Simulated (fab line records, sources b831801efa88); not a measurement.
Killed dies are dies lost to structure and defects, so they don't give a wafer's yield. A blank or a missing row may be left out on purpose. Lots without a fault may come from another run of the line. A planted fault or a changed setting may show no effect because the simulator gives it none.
Problem report in the 8D (eight disciplines) form, filled by code | flow gf180mcu | the parts of the form that need people (team, actions taken, sign-off) are left out

1. THE PROBLEM
cd_nm at GF_V3_CD_MEAS_14 reads a mean of 288.1 nm on 9 wafers of 3 lots; wafers without a fault read 259.7 nm with a standard deviation of 1.3. That is +22 standard deviations from the usual mean.
The step: target cd 260 nm.
First seen on wafer L564.1, day 28 03:25, on cd_sem-01. The record holds 45 wafers of 15 lots with a number at this step. Rule for "out", or "out of limits": more than 4 standard deviations from the usual mean. The other wafers with a number count as sound.

2. WHAT IT IS AND WHAT IT IS NOT
question                    | is                     | is not
which readings at this step | cd_nm                  | -
which lots                  | L564, L569, L570       | L548, L549, L550, L553, L554, L555, L557, L559, L560, L562, L563, L568
which wafers of those lots  | all that have a number | -
read on which gauges        | cd_sem-01, cd_sem-02   | -
when                        | from day 28 03:25      | up to then (33 sound wafers); but 3 sound wafers of L568 came after

3. SUSPECTS, AND WHAT RULES EACH OUT
Counting: a tool at a process step up to the reading stays a suspect if it ran every lot that is out and no sound lot after the first of them.
- the gauge at GF_V3_CD_MEAS_14: ruled out. The wafers that are out were read on 2 gauges (cd_sem-01, cd_sem-02).
- litho_track-02 at GF_V3_SOFTBAKE_10 (time 60 s): kept. It ran every lot that is out, first L564 (day 27 17:00), and no sound lot after that; its last sound lot up to then is L563 (day 27 15:00). Its own readings are out on those wafers: heater_power_total_W, plate_temp_C.
Left after counting: litho_track-02 at GF_V3_SOFTBAKE_10.

4. THE CAUSE (what the simulator had put in)
Process parameter drift: litho_track-02, from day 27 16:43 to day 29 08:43, at GF_V3_SOFTBAKE_10. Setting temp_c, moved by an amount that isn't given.
Counting left only this tool.

5. THE CHAIN OF EFFECTS, in route order
Each row: a reading whose mean over the struck wafers that have a number lies more than 3 standard deviations from the usual. Only readings for which the record gives a usual standard deviation are gone through. hours: the time from each lot's start at the first step in this table that gives one to its start at this step, as a median over the lots. sigmas: the change in usual standard deviations.
hours | step              | reading              | usual    | on struck wafers | change | sigmas
0     | GF_V3_SOFTBAKE_10 | heater_power_total_W | 93.05 W  | 101.83           | +8.78  | +99 or more
0     | GF_V3_SOFTBAKE_10 | plate_temp_C         | 130.03 C | 139.42           | +9.39  | +72
10    | GF_V3_CD_MEAS_14  | cd_nm                | 259.7 nm | 288.1            | +28.4  | +22
The process steps in it:
- GF_V3_SOFTBAKE_10: time 60 s.
Later measuring or inspecting steps at which every struck wafer that the step has a row for has a number for every such reading, and none has moved that far: GF_V3_RS_MEAS_24.

6. WHAT WOULD HAVE CAUGHT IT SOONER
In this record the first reading out of limits at a measuring or inspecting step was taken at day 28 03:25, 11 hours after the fault began at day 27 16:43.
The tool's own readings at GF_V3_SOFTBAKE_10 were out on every struck wafer that the step has a row for (heater_power_total_W, plate_temp_C): an alarm limit on them would have fired on the first of those.
Of the lots that are out (3), L569, L570 began GF_V3_SOFTBAKE_10 on litho_track-02 after day 28 03:25. A hold on the tool at that time would have spared those 2.
